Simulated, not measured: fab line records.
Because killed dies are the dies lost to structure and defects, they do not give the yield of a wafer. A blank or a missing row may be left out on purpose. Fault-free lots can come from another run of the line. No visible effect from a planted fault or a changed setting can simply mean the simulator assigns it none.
The same fault as seen by 2 desks / flow sky130 / only its own numbers are on each desk; what lay behind them is given at the end

TOOL OWNER'S DESK, plasma-asher-03
The tool's own readings at SKY_VT_ADJUST_LVTN_STRIP_09 (strips in O2/N2): means of the sampled wafers that have a number, for each lot that ran on this tool. Any lot whose mean is over 4 standard deviations away from the usual mean is out of limits and marked OUT; that distance is given in the brackets.
Columns: A = drypump-motor-current-A at SKY_VT_ADJUST_LVTN_STRIP_09, usual 5.6 A; B = oes-product-au at SKY_VT_ADJUST_LVTN_STRIP_09, usual 0.723 a.u.; C = strip-time-to-endpoint-s at SKY_VT_ADJUST_LVTN_STRIP_09, usual 36.92 s
lot=L210; first seen here=day 8 14:25; A=5.6; B=0.722; C=36.87
lot=L212; first seen here=day 9 04:22; A=5.6; B=0.723; C=37.06
lot=L213; first seen here=day 9 14:37; A=5.6; B=0.918 (+37) OUT; C=-
This desk's finding: out of limits on L213; first on L213, day 9 14:37 (oes-product-au at SKY_VT_ADJUST_LVTN_STRIP_09). L210, L212 stayed within limits.

THE METROLOGY DESK
Means of the sampled wafers that have a number, per lot and without regard to the tool the lot ran on: this is what the gauges read. Any lot whose mean is over 4 standard deviations away from the usual mean is out of limits and marked OUT; that distance is given in the brackets.
Columns: A = VT_ADJUST_LVTN_TW at SKY_VT_ADJUST_LVTN_TW_MEAS_10, usual 241.1; B = VT_ADJUST_LVTN_2_TW at SKY_VT_ADJUST_LVTN_TW_MEAS_21, usual 187.5; C = cd-nm at SKY_VT_ADJUST_NCORE_CD_MEAS_07, usual 379.1 nm
lot=L209; first seen here=day 8 09:07; A=240.3; B=189.2; C=380.7
lot=L210; first seen here=day 8 14:31; A=242.4; B=188.5; C=375.5
lot=L212; first seen here=day 9 04:29; A=241.2; B=188.1; C=381.3
lot=L213; first seen here=day 9 14:44; A=239.0; B=30.1 (-99 or more) OUT; C=-
lot=L216; first seen here=day 10 03:44; A=241.1; B=188.8; C=376.9
lot=L217; first seen here=day 10 10:25; A=241.6; B=186.1; C=379.3
lot=L222; first seen here=day 11 18:04; A=239.5; B=186.0; C=379.1
lot=L223; first seen here=day 12 01:34; A=240.9; B=187.4; C=380.1
lot=L224; first seen here=day 12 08:38; A=238.6; B=188.0; C=380.5
lot=L225; first seen here=day 12 16:10; A=242.3; B=188.2; C=376.1
lot=L227; first seen here=day 13 01:45; A=239.9; B=185.8; C=379.3
This desk's finding: out of limits on L213; first on L213, day 10 13:28 (VT_ADJUST_LVTN_2_TW at SKY_VT_ADJUST_LVTN_TW_MEAS_21). L209, L210, L212, L216, L217, L222, L223, L224, L225, L227 stayed within limits.

ALL TOGETHER
On L213, at day 9 14:37, an alarm was possible from the tool owner's desk.
L213 would have let the metrology desk raise an alarm at day 10 13:28.
Every lot named ran SKY_VT_ADJUST_LVTN_STRIP_09 on plasma-asher-03.

WHAT WAS PUT IN BY THE SIMULATOR
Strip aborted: plasma-asher-03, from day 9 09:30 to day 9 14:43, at SKY_VT_ADJUST_LVTN_STRIP_09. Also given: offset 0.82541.
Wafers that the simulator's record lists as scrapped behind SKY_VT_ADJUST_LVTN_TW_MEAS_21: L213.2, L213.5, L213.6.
Shown lots that were struck: L213.
Time in hours from fault onset to the first out-of-limits reading at each desk: tool owner's desk 5, metrology desk 28.
